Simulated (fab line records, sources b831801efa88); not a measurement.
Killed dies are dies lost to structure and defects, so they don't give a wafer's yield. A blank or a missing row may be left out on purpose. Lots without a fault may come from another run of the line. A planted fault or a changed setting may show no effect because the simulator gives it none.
Which tool did it? | flow sky130 | 6 lots, 18 wafers sampled, at 1 step of a route of 708

WHAT THE GAUGES READ, wafer by wafer
SKY_SONOS_TUNNEL_OVL_MEAS_08.
lot  | measured     | on         | SONOS_TUNNEL_OVL (nm)
L957 | day 12 10:17 | overlay-01 | 0.3 -0.1 1.6
L961 | day 13 11:02 | overlay-02 | 2.4 3.5 0.7
L970 | day 16 11:46 | overlay-01 | 0.8 0.7 1.6
L972 | day 17 01:44 | overlay-02 | 2.4 1.7 1.8
L974 | day 17 14:28 | overlay-02 | -1.5 -3.0 -2.3
L978 | day 19 02:04 | overlay-02 | -0.1 -1.2 -1.5

WHICH TOOL RAN EACH LOT (tool, then ch and the chambers of the sampled wafers, then the start)
The record holds no process step before these readings.

THE ANSWER, worked out from the rows above alone
Rule: what is usual is taken from the lots themselves. Put in order of their means at a reading, lots are off if they are a third of the lots or fewer, leave a main group of 4 or more, and stand apart from it by a gap of 3 or more times the standard deviation of the main group's means; of several such gaps the widest counts. A main group whose means are all the same, to the digits that the tables above print for the reading, isn't used. A lot without any number at a reading at which 4 lots or more have one is off too. The other lots that the step has rows for count as sound.
No lot is off at any reading shown: from this, nothing can be told.

WHAT THE SIMULATOR HAD PUT IN
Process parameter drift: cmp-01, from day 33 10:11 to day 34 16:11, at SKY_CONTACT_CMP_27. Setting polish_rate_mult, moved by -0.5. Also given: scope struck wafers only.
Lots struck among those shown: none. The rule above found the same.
